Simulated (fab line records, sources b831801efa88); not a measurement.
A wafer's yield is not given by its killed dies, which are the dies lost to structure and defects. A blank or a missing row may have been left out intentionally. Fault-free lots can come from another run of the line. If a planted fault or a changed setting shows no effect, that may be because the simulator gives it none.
fab line records | flow sky130
record: lots: 14 | wafers: 42 | last_day: 50
route steps=708 shown CONTACT@411 METAL1@445 VIA3@579
lots that met no fault: from a run of the same line without faults
start_h: the number of hours between the record's first day and the start of the first shown wafer of the lot | wait_h: how many hours have passed since the lot's step before this one | " as in the row above | L1.1+2: a row that stands for several wafers | - either no value or no given start | * or withheld: withheld | < > ~ a bound
route shown NAME@n: NAME is a module with steps in the file, n the number in the route of the first one | usual: average and standard deviation across the fault-free wafers | same: alike in all rows | chamber/n: place in a boat | sites: per-site readings | _std_site: the standard deviation of these | _edge_site: mean of outer sites minus mean of inner sites | radius_mm: for every site, how far away it sits from the centre of the wafer | mask NAME#n: copy n | behind: the tool/chamber that last shaped the wafer | hold: the reason the lot was held/the length of the hold in hours/how it ended | device: whichever transistor did not switch (one of n, p or np) | end of line: tests of these same wafers at the route's end | for a step that has no rows: nothing shown but its recipe | killed: count of dies lost to structure and defects at first sort (not the wafer's yield) | map: the dies of a wafer, with x for killed, . for not killed, _ for no die there
set.NAME: the setting that was run; set.NAME@STEP: the one run at that earlier step | model.NAME: the simulator's own value behind a step, which no gauge read
a sample of lots followed through the steps of the route, with each step as a table and each wafer as a row
services: the hour from which a tool's chamber was out of use, counted from the record's first day as start_h (under 0 if before that day), plus the number of hours and why
== steps ==
step: SKY_CONTACT_BOW_MEAS_05
recipe: mode: bow
usual: CONTACT_BOW: 84/7.6
lot.wafer | tool          | chamber | start_h | wait_h | CONTACT_BOW[um]
L847.1    | film_metro-02 | -       | 711.53  | 0.1    | 75
L847.3    | "             | -       | "       | "      | 85
L847.6    | "             | -       | "       | "      | 85
L849.1    | film_metro-04 | -       | 729.33  | 0.1    | 79
L849.3    | "             | -       | "       | "      | 91
L849.4    | "             | -       | "       | "      | 74
L851.2    | film_metro-02 | -       | 736.97  | 0.2    | 84
L851.5    | "             | -       | "       | "      | 72
L851.6    | "             | -       | "       | "      | 96
L858.3    | film_metro-02 | -       | 801.26  | 0.2    | 82
L858.4    | "             | -       | "       | "      | 86
L858.5    | "             | -       | "       | "      | 86
L859.1    | film_metro-03 | -       | 803.70  | 0.2    | 78
L859.2    | "             | -       | "       | "      | 76
L859.6    | "             | -       | "       | "      | 86
L860.2    | film_metro-04 | -       | 812.04  | 0.3    | 82
L860.3    | "             | -       | "       | "      | 78
L860.6    | "             | -       | "       | "      | 69
L862.1    | film_metro-03 | -       | 831.71  | 0.2    | 99
L862.2    | "             | -       | "       | "      | 92
L862.6    | "             | -       | "       | "      | 88
L864.1    | film_metro-04 | -       | 852.46  | 0.1    | 78
L864.2    | "             | -       | "       | "      | 84
L864.6    | "             | -       | "       | "      | 76
L865.2    | film_metro-03 | -       | 853.30  | 0.1    | 82
L865.4    | "             | -       | "       | "      | 97
L865.5    | "             | -       | "       | "      | 98
L866.1    | film_metro-02 | -       | 854.14  | 0.1    | 83
L866.3    | "             | -       | "       | "      | 79
L866.4    | "             | -       | "       | "      | 78
L867.3    | film_metro-03 | -       | 860.44  | 0.1    | 83
L867.5    | "             | -       | "       | "      | 93
L867.6    | "             | -       | "       | "      | 81
L868.1    | film_metro-03 | -       | 869.17  | 0.1    | 74
L868.4    | "             | -       | "       | "      | 77
L868.6    | "             | -       | "       | "      | 72
L869.1    | film_metro-04 | -       | 877.40  | 0.1    | 78
L869.3    | "             | -       | "       | "      | 86
L869.6    | "             | -       | "       | "      | 86
L870.2    | film_metro-03 | -       | 887.03  | 0.2    | 92
L870.3    | "             | -       | "       | "      | 101
L870.4    | "             | -       | "       | "      | 98
step: SKY_CONTACT_CD_MEAS_14
recipe: target_cd_nm: 170
usual: cd_nm: 169.9/1.7
lot.wafer | tool      | chamber | start_h | wait_h | cd_nm
L847.1    | cd_sem-01 | -       | 738.97  | -      | 170.4
L847.3    | "         | -       | "       | "      | 172.0
L847.6    | "         | -       | "       | "      | 170.9
L849.1    | cd_sem-02 | -       | 757.60  | -      | 170.5
L849.3    | "         | -       | "       | "      | 168.1
L849.4    | "         | -       | "       | "      | 169.2
L851.2    | cd_sem-01 | -       | 764.69  | -      | 166.4
L851.5    | "         | -       | "       | "      | 167.0
L851.6    | "         | -       | "       | "      | 169.2
L858.3    | cd_sem-01 | -       | 827.41  | -      | 172.2
L858.4    | "         | -       | "       | "      | 170.3
L858.5    | "         | -       | "       | "      | 171.5
L859.1    | cd_sem-01 | -       | 829.82  | -      | 171.2
L859.2    | "         | -       | "       | "      | 170.2
L859.6    | "         | -       | "       | "      | 171.4
L860.2    | cd_sem-01 | -       | 838.04  | -      | 169.4
L860.3    | "         | -       | "       | "      | 167.3
L860.6    | "         | -       | "       | "      | 168.6
L862.1    | cd_sem-01 | -       | 857.74  | -      | 170.3
L862.2    | "         | -       | "       | "      | 170.5
L862.6    | "         | -       | "       | "      | 169.9
L864.1    | cd_sem-01 | -       | 877.87  | -      | 167.8
L864.2    | "         | -       | "       | "      | 167.6
L864.6    | "         | -       | "       | "      | 167.5
L865.2    | cd_sem-01 | -       | 879.64  | -      | 171.3
L865.4    | "         | -       | "       | "      | 169.2
L865.5    | "         | -       | "       | "      | 169.7
L866.1    | cd_sem-01 | -       | 879.97  | -      | 167.0
L866.3    | "         | -       | "       | "      | 168.2
L866.4    | "         | -       | "       | "      | 167.9
L867.3    | cd_sem-01 | -       | 886.65  | -      | 169.3
L867.5    | "         | -       | "       | "      | 169.0
L867.6    | "         | -       | "       | "      | 169.3
L868.1    | cd_sem-01 | -       | 895.43  | -      | 172.0
L868.4    | "         | -       | "       | "      | 172.0
L868.6    | "         | -       | "       | "      | 173.1
L869.1    | cd_sem-01 | -       | 903.12  | -      | 171.4
L869.3    | "         | -       | "       | "      | 169.2
L869.6    | "         | -       | "       | "      | 171.3
L870.2    | cd_sem-01 | -       | 912.69  | -      | 168.6
L870.3    | "         | -       | "       | "      | 168.5
L870.4    | "         | -       | "       | "      | 169.4
step: SKY_METAL1_SOFTBAKE_11
recipe: temp_c: 100 | time_s: 94.48 | resist: KrF-thick
usual: chill_plate_temp_C: 22.99/0.11 | plate_sensor_t_centre_C: 100.88/0.011 | plate_sensor_t_edge_C: 100.95/0.01
lot.wafer | tool           | chamber | start_h | wait_h | chill_plate_temp_C | plate_sensor_t_centre_C | plate_sensor_t_edge_C
L847.1    | litho_track-02 | 0       | -       | -      | 23.01              | 100.90                  | 100.95
L847.3    | "              | 0       | "       | "      | 23.04              | 100.86                  | 100.95
L847.6    | "              | 0       | "       | "      | 22.96              | 100.87                  | 100.96
L849.1    | litho_track-02 | 0       | -       | -      | 23.11              | 100.88                  | 100.98
L849.3    | "              | 0       | "       | "      | 23.17              | 100.89                  | 100.96
L849.4    | "              | 0       | "       | "      | 23.21              | 100.89                  | 100.96
L851.2    | litho_track-03 | 0       | -       | -      | 22.75              | 100.88                  | 100.96
L851.5    | "              | 0       | "       | "      | 23.03              | 100.89                  | 100.96
L851.6    | "              | 0       | "       | "      | 23.03              | 100.88                  | 100.93
L858.3    | litho_track-01 | 0       | -       | -      | 23.16              | 100.88                  | 100.95
L858.4    | "              | 0       | "       | "      | 23.14              | 100.88                  | 100.95
L858.5    | "              | 0       | "       | "      | 23.03              | 100.88                  | 100.96
L859.1    | litho_track-02 | 0       | -       | -      | 22.87              | 100.86                  | 100.95
L859.2    | "              | 0       | "       | "      | 22.71              | 100.88                  | 100.95
L859.6    | "              | 0       | "       | "      | 22.97              | 100.89                  | 100.96
L860.2    | litho_track-01 | 0       | -       | -      | 22.97              | 100.88                  | 100.94
L860.3    | "              | 0       | "       | "      | 22.87              | 100.89                  | 100.95
L860.6    | "              | 0       | "       | "      | 22.73              | 100.88                  | 100.96
L862.1    | litho_track-01 | 0       | -       | -      | 22.88              | 100.90                  | 100.94
L862.2    | "              | 0       | "       | "      | 23.01              | 100.89                  | 100.94
L862.6    | "              | 0       | "       | "      | 22.96              | 100.89                  | 100.94
L864.1    | litho_track-01 | 0       | -       | -      | 22.83              | 100.89                  | 100.96
L864.2    | "              | 0       | "       | "      | 22.83              | 100.91                  | 100.95
L864.6    | "              | 0       | "       | "      | 22.76              | 100.90                  | 100.94
L866.1    | litho_track-02 | 0       | -       | -      | 22.85              | 100.86                  | 100.96
L866.3    | "              | 0       | "       | "      | 23.08              | 100.90                  | 100.96
L866.4    | "              | 0       | "       | "      | 22.89              | 100.88                  | 100.95
L865.2    | litho_track-01 | 0       | -       | -      | 22.88              | 100.88                  | 100.96
L865.4    | "              | 0       | "       | "      | 23.16              | 100.88                  | 100.96
L865.5    | "              | 0       | "       | "      | 23.06              | 100.89                  | 100.95
L867.3    | litho_track-02 | 0       | -       | -      | 23.11              | 100.86                  | 100.95
L867.5    | "              | 0       | "       | "      | 22.97              | 100.89                  | 100.96
L867.6    | "              | 0       | "       | "      | 23.00              | 100.89                  | 100.94
L868.1    | litho_track-01 | 0       | -       | -      | 23.08              | 100.88                  | 100.94
L868.4    | "              | 0       | "       | "      | 23.00              | 100.89                  | 100.96
L868.6    | "              | 0       | "       | "      | 22.86              | 100.87                  | 100.97
L869.1    | litho_track-03 | 0       | -       | -      | 23.06              | 100.87                  | 100.95
L869.3    | "              | 0       | "       | "      | 23.11              | 100.88                  | 100.96
L869.6    | "              | 0       | "       | "      | 23.06              | 100.88                  | 100.96
L870.2    | litho_track-02 | 0       | -       | -      | 23.00              | 100.90                  | 100.96
L870.3    | "              | 0       | "       | "      | 23.11              | 100.89                  | 100.96
L870.4    | "              | 0       | "       | "      | 23.16              | 100.89                  | 100.95
step: SKY_VIA3_COAT_06
recipe: resist: BARC | temp_c: withheld | time_s: withheld | spin_rpm: 3000 | resist_thk_nm: 60
usual: chill_plate_temp_C: * | dispense_pressure_kPa: 51.5/0.86 | spin_speed_rpm: 2999.9/1.6
lot.wafer | tool           | chamber | start_h | wait_h | chill_plate_temp_C | dispense_pressure_kPa | spin_speed_rpm
L847.1    | litho_track-01 | 0       | 918.57  | 0.1    | *                  | 51.0                  | 3000.0
L847.3    | "              | 0       | "       | "      | *                  | 51.0                  | 3000.3
L847.6    | "              | 0       | "       | "      | *                  | 50.9                  | 2999.5
L849.1    | litho_track-02 | 0       | 935.25  | 0.1    | *                  | 52.6                  | 2998.7
L849.3    | "              | 0       | "       | "      | *                  | 52.6                  | 3000.7
L849.4    | "              | 0       | "       | "      | *                  | 52.6                  | 3000.5
L851.2    | litho_track-01 | 0       | 945.89  | 0.1    | *                  | 50.9                  | 3001.2
L851.5    | "              | 0       | "       | "      | *                  | 51.0                  | 3000.4
L851.6    | "              | 0       | "       | "      | *                  | 51.0                  | 2998.7
L858.3    | litho_track-01 | 0       | 1000.22 | 0.1    | *                  | 50.9                  | 3175.2
L858.4    | "              | 0       | "       | "      | *                  | 50.9                  | 3176.9
L858.5    | "              | 0       | "       | "      | *                  | 50.9                  | 3172.5
L859.1    | litho_track-01 | 0       | 1002.27 | 0.1    | *                  | 50.9                  | 3174.7
L859.2    | "              | 0       | "       | "      | *                  | 50.9                  | 3174.1
L859.6    | "              | 0       | "       | "      | *                  | 50.9                  | 3175.0
L860.2    | litho_track-02 | 0       | 1007.67 | 0.1    | *                  | 52.6                  | 2998.8
L860.3    | "              | 0       | "       | "      | *                  | 52.7                  | 3001.5
L860.6    | "              | 0       | "       | "      | *                  | 52.6                  | 2999.9
L862.1    | litho_track-02 | 0       | 1024.15 | 0.1    | *                  | 52.6                  | 2999.7
L862.2    | "              | 0       | "       | "      | *                  | 52.6                  | 2999.7
L862.6    | "              | 0       | "       | "      | *                  | 52.6                  | 2998.8
L865.2    | litho_track-02 | 0       | 1052.92 | 0.1    | *                  | 52.6                  | 2997.8
L865.4    | "              | 0       | "       | "      | *                  | 52.6                  | 2998.7
L865.5    | "              | 0       | "       | "      | *                  | 52.6                  | 2999.0
L864.1    | litho_track-04 | 0       | 1053.02 | 0.1    | *                  | 50.8                  | 2999.8
L864.2    | "              | 0       | "       | "      | *                  | 50.7                  | 3000.7
L864.6    | "              | 0       | "       | "      | *                  | 50.7                  | 3002.2
L866.1    | litho_track-02 | 0       | 1053.70 | 0.1    | *                  | 52.6                  | 3000.8
L866.3    | "              | 0       | "       | "      | *                  | 52.6                  | 3000.0
L866.4    | "              | 0       | "       | "      | *                  | 52.7                  | 3001.1
L867.3    | litho_track-04 | 0       | 1053.87 | 0.1    | *                  | 50.7                  | 2997.5
L867.5    | "              | 0       | "       | "      | *                  | 50.7                  | 2998.4
L867.6    | "              | 0       | "       | "      | *                  | 50.7                  | 3003.1
L868.1    | litho_track-04 | 0       | 1057.22 | 0.1    | *                  | 50.7                  | 3000.9
L868.4    | "              | 0       | "       | "      | *                  | 50.7                  | 3001.6
L868.6    | "              | 0       | "       | "      | *                  | 50.7                  | 2999.9
L869.1    | litho_track-02 | 0       | 1067.00 | 0.1    | *                  | 52.7                  | 3002.5
L869.3    | "              | 0       | "       | "      | *                  | 52.7                  | 3000.4
L869.6    | "              | 0       | "       | "      | *                  | 52.6                  | 3001.1
L870.2    | litho_track-02 | 0       | 1073.72 | 0.1    | *                  | 52.6                  | 3002.7
L870.3    | "              | 0       | "       | "      | *                  | 52.5                  | 3000.4
L870.4    | "              | 0       | "       | "      | *                  | 52.6                  | 2998.6
step: SKY_VIA3_ETCH_14
recipe: chemistry: N2/H2 | target: BARC | ion_energy_ev: 200 | source_w: 500 | bias_w: 100 | pressure_mtorr: 30 | n2_flow_sccm: 100 | h2_flow_sccm: 200 | stop_on: SiO2 | time_s: 45.9 | target_depth_a: 600
usual: drypump_motor_current_A: 5.7/0.54 | oes_product_au: 0.855/0.0047 | rf_fwd_power_W: 494.6/2.1 | throttle_valve_pct: 13.226/0.0099
lot.wafer | tool        | chamber | start_h | wait_h | drypump_motor_current_A | oes_product_au | rf_fwd_power_W | rf_hours_counter_h | throttle_valve_pct
L847.1    | rie_diel-01 | 3       | 931.60  | 0.0    | 6.5                     | 0.848          | 494.8          | 4                  | 13.230
L847.3    | "           | 0       | "       | "      | 6.1                     | 0.849          | 494.9          | 13                 | 13.227
L847.6    | "           | 2       | "       | "      | 6.7                     | 0.851          | 494.9          | -                  | 13.217
L849.1    | rie_diel-01 | 0       | 945.73  | 0.0    | 6.1                     | 0.855          | 495.5          | 14                 | 13.235
L849.3    | "           | 3       | "       | "      | 6.5                     | 0.851          | 492.8          | 4                  | 13.232
L849.4    | "           | 1       | "       | "      | 5.1                     | 0.851          | 495.3          | 7                  | 13.244
L851.2    | rie_diel-02 | 2       | 959.77  | 0.0    | 5.7                     | 0.850          | 493.6          | 13                 | 13.213
L851.5    | "           | 2       | "       | "      | 5.7                     | 0.856          | 490.3          | -                  | 13.223
L851.6    | "           | 3       | "       | "      | 5.4                     | 0.859          | 493.4          | -                  | 13.227
L858.3    | rie_diel-02 | 2       | 1012.20 | 0.0    | 5.7                     | 0.840          | 493.6          | 15                 | 13.236
L858.4    | "           | 3       | "       | "      | 5.4                     | 0.847          | 495.0          | -                  | 13.227
L858.5    | "           | 1       | "       | "      | 5.0                     | 0.839          | 489.1          | -                  | 13.226
L859.1    | rie_diel-02 | 1       | 1014.05 | 0.0    | 5.0                     | 0.840          | 490.7          | 23                 | 13.234
L859.2    | "           | 2       | "       | "      | 5.7                     | 0.849          | 494.2          | 15                 | 13.240
L859.6    | "           | 3       | "       | "      | 5.4                     | 0.842          | 496.4          | -                  | 13.227
L860.2    | rie_diel-01 | 0       | 1018.28 | 0.0    | 6.1                     | 0.859          | 491.9          | 16                 | 13.230
L860.3    | "           | 2       | "       | "      | 6.7                     | 0.848          | 494.3          | 25                 | 13.226
L860.6    | "           | 2       | "       | "      | 6.7                     | 0.850          | 494.9          | -                  | 13.230
L862.1    | rie_diel-01 | 0       | 1036.82 | 0.0    | 6.1                     | 0.857          | 493.4          | 16                 | 13.237
L862.2    | "           | 2       | "       | "      | 6.7                     | 0.862          | 495.0          | 25                 | 13.222
L862.6    | "           | 2       | "       | "      | 6.7                     | 0.853          | 498.0          | -                  | 13.227
L865.2    | rie_diel-04 | 3       | 1064.40 | 0.0    | 5.3                     | 0.861          | 493.9          | 27                 | 13.214
L865.4    | "           | 2       | "       | "      | 5.8                     | 0.848          | 494.0          | 16                 | 13.215
L865.5    | "           | 1       | "       | "      | 5.1                     | 0.853          | 499.8          | -                  | 13.225
L864.1    | rie_diel-01 | 2       | 1064.60 | 0.0    | 6.7                     | 0.852          | 498.6          | 26                 | 13.221
L864.2    | "           | 1       | "       | "      | 5.1                     | 0.858          | 492.5          | 10                 | 13.239
L864.6    | "           | 2       | "       | "      | 6.7                     | 0.847          | 496.0          | -                  | 13.234
L866.1    | rie_diel-04 | 2       | 1064.88 | 0.0    | 5.8                     | 0.865          | 497.4          | 16                 | 13.224
L866.3    | "           | 1       | "       | "      | 5.1                     | 0.856          | 498.0          | 14                 | 13.226
L866.4    | "           | 0       | "       | "      | 6.0                     | 0.849          | 492.9          | 7                  | 13.227
L867.3    | rie_diel-02 | 3       | 1065.00 | 0.0    | 5.4                     | 0.853          | 495.6          | 29                 | 13.234
L867.5    | "           | 2       | "       | "      | 5.7                     | 0.858          | 496.8          | -                  | 13.222
L867.6    | "           | 1       | "       | "      | 5.0                     | 0.862          | 495.4          | -                  | 13.228
L868.1    | rie_diel-04 | 3       | 1067.38 | 0.0    | 5.3                     | 0.858          | 495.5          | 27                 | 13.239
L868.4    | "           | 2       | "       | "      | 5.8                     | 0.851          | 494.4          | 16                 | 13.219
L868.6    | "           | 1       | "       | "      | 5.1                     | 0.847          | 498.4          | -                  | 13.228
L869.1    | rie_diel-01 | 1       | 1078.63 | 0.0    | 5.2                     | 0.861          | 492.7          | 11                 | 13.228
L869.3    | "           | 3       | "       | "      | 6.5                     | 0.853          | 495.6          | 8                  | 13.245
L869.6    | "           | 0       | "       | "      | 6.1                     | 0.862          | 492.7          | -                  | 13.230
L870.2    | rie_diel-04 | 2       | 1085.53 | 0.0    | 5.8                     | 0.860          | 495.2          | 16                 | 13.227
L870.3    | "           | 3       | "       | "      | 5.3                     | 0.860          | 494.7          | 28                 | 13.218
L870.4    | "           | 1       | "       | "      | 5.1                     | 0.850          | 497.1          | 14                 | 13.211
== services ==
tool        | chamber | start_h | hours | kind
rie_diel-02 | 2       | 731.36  | 3.7   | repair
rie_diel-04 | 1       | 768.69  | 6.8   | repair
rie_diel-04 | 2       | 777.00  | 13.1  | repair
rie_diel-01 | -       | 792.92  | 1.2   | repair
rie_diel-01 | 0       | 811.80  | 5.9   | repair
rie_diel-02 | 2       | 818.28  | 4.8   | repair
rie_diel-04 | 1       | 832.15  | 3.6   | repair
rie_diel-04 | 3       | 832.53  | 5.7   | repair
rie_diel-01 | -       | 841.35  | 0.4   | repair
rie_diel-02 | 3       | 890.81  | 4.0   | repair
rie_diel-01 | 1       | 892.57  | 3.4   | repair
rie_diel-04 | 2       | 900.20  | 23.7  | repair
rie_diel-02 | -       | 918.76  | 2.8   | pm
rie_diel-01 | 2       | 932.46  | 9.6   | repair
rie_diel-01 | -       | 948.90  | 2.8   | pm
rie_diel-02 | 2       | 971.74  | 6.4   | repair
rie_diel-01 | 3       | 974.73  | 2.5   | repair
rie_diel-04 | 2       | 999.28  | 11.2  | repair
rie_diel-02 | 0       | 1003.80 | 63.2  | repair
rie_diel-01 | 2       | 1012.72 | 1.4   | repair
rie_diel-04 | 0       | 1017.22 | 3.1   | repair
rie_diel-02 | 1       | 1041.83 | 7.7   | repair
rie_diel-01 | 0       | 1042.30 | 1.6   | repair
rie_diel-01 | -       | 1074.92 | 0.1   | repair
== key ==
first_sign: step: SKY_VIA3_COAT_06 | reading: spin_speed_rpm | direction: up | sigmas: 99+ | usual: 2999.9 | struck: 3174.7
effect: step: SKY_VIA3_ETCH_14 | reading: oes_product_au | direction: down | sigmas: 2.7 | usual: 0.855 | struck: 0.843
met_at SKY_VIA3_COAT_06
struck_lots L858,L859
sort_left_out L859.1,L859.2,L859.6
not_acting_at SKY_CONTACT_BOW_MEAS_05,SKY_CONTACT_CD_MEAS_14,SKY_METAL1_SOFTBAKE_11
onset_between 945.89 1000.22
fault: kind: process_parameter_drift | tool: litho_track-01 | chamber: - | onset_h: 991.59 | steps: SKY_VIA3_COAT_06 | channel: spin_rpm | offset: 174.03 | shape: step | end_h: 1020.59 | acts_in: these_recipes_only | stated: 3000
sort_left_out: the simulated sort isn't trusted on such a fault, so these wafers' sort isn't shown, and their yield isn't known
